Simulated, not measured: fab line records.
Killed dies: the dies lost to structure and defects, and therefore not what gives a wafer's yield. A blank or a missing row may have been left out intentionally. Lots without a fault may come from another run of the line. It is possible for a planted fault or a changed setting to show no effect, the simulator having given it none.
Problem report, 8D (eight disciplines) form, completed by code :: flow sfq line :: the parts of the form that need people (team, actions taken, sign-off) are left out

== 1. WHAT IS WRONG ==
Across 5 wafers from 2 lots, R5_MONX_RS at SFQ_R5_RS_MEAS_933 averages 3.99 ohm/sq, while fault-free wafers read 7.06 ohm/sq with a standard deviation of 0.076. That puts it -40 standard deviations away from the usual mean.
The step: measures by four-point-probe.
Seen first at day 68 15:46 on film metro-02, wafer L866.3. Wafers with a number at this step in the record: 42, from 14 lots. By rule, "out" or "out of limits" means more than 4 standard deviations away from the usual mean. The other wafers with a number count as sound.

== 2. WHAT IT IS, AND WHAT IT ISN'T ==
question: which readings at this step
is: R5_MONX_RS
is not: -

question: which lots
is: L866, L870
is not: L854, L856, L858, L859, L860, L865, L867, L869, L873, L874, L875, L876

question: which wafers of those lots
is: L866.3, L866.4, L870.2, L870.3, L870.4
is not: L866.1

question: read on which gauges
is: film metro-02, film metro-03
is not: film metro-04

question: when
is: from day 68 15:46
is not: up to then (19 sound wafers); but 18 sound wafers of L867, L869, L873, L874, L875, L876 came after

== 3. WHAT RULES OUT EACH SUSPECT ==
Counting: if a tool at a process step up to the reading ran every lot that is out, it stays a suspect. Sound lots after the first of them don't rule it out here, since some wafers of a struck lot are sound.
- the gauge at SFQ_R5_RS_MEAS_933: ruled out. The wafers that are out were read on 2 gauges (film metro-02, film metro-03).
- rie metal-02 at SFQ_TRILAYER_I3_VIA_STRIP_STRIP_089 (strips in O2): kept. Ran every lot that is out, first one L866 (day 50 22:53); last sound lot up to then L859 (day 50 04:58).
- pvd sputter-05 at SFQ_TRILAYER_R5_DEP_SPUTTER_133 (material MoNx, target thk 40 nm, time 66.7 s): kept. Ran every lot that is out, first one L866 (day 68 15:41); last sound lot up to then L859 (day 61 22:24).
After counting, rie metal-02 at SFQ_TRILAYER_I3_VIA_STRIP_STRIP_089 and pvd sputter-05 at SFQ_TRILAYER_R5_DEP_SPUTTER_133 remain.

== 4. THE CAUSE (what the simulator had put in) ==
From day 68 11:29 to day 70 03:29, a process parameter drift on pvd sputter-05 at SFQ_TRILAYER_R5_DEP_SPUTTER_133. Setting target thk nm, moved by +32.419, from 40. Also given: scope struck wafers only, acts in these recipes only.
After counting, 2 suspects remain, this tool included.

== 5. SEQUENCE OF EFFECTS, ordered by route ==
One row per reading whose mean, taken over the struck wafers that have a number, lies over 3 standard deviations from the usual. Only readings whose record carries a usual standard deviation are examined. hours: median over the lots of the time between each lot's start at the first step of this table that gives one and its start at this step. sigmas: the change, counted in usual standard deviations.
hours: 0
step: SFQ_R5_RS_MEAS_933
reading: R5_MONX_RS
usual: 7.06 ohm/sq
on struck wafers: 3.99
change: -3.07
sigmas: -40

hours: 0
step: SFQ_R5_THK_MEAS_934
reading: R5_MONX_THK
usual: 39.6 nm
on struck wafers: 71.7
change: +32.1
sigmas: +61

== 6. HOW IT WOULD HAVE BEEN CAUGHT EARLIER ==
The first out-of-limits reading at a measuring or inspecting step in this record came at day 68 15:46, 4 hours after the fault's start at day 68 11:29.
No tool reading at SFQ_TRILAYER_R5_DEP_SPUTTER_133 that has a usual standard deviation in the record was out on any struck wafer, so an alarm limit of 4 standard deviations on those readings would not have fired.
Among the 2 lots that are out, L870 began SFQ_TRILAYER_R5_DEP_SPUTTER_133 on pvd sputter-05 after day 68 15:46. A tool hold placed at that time would have kept it from harm.
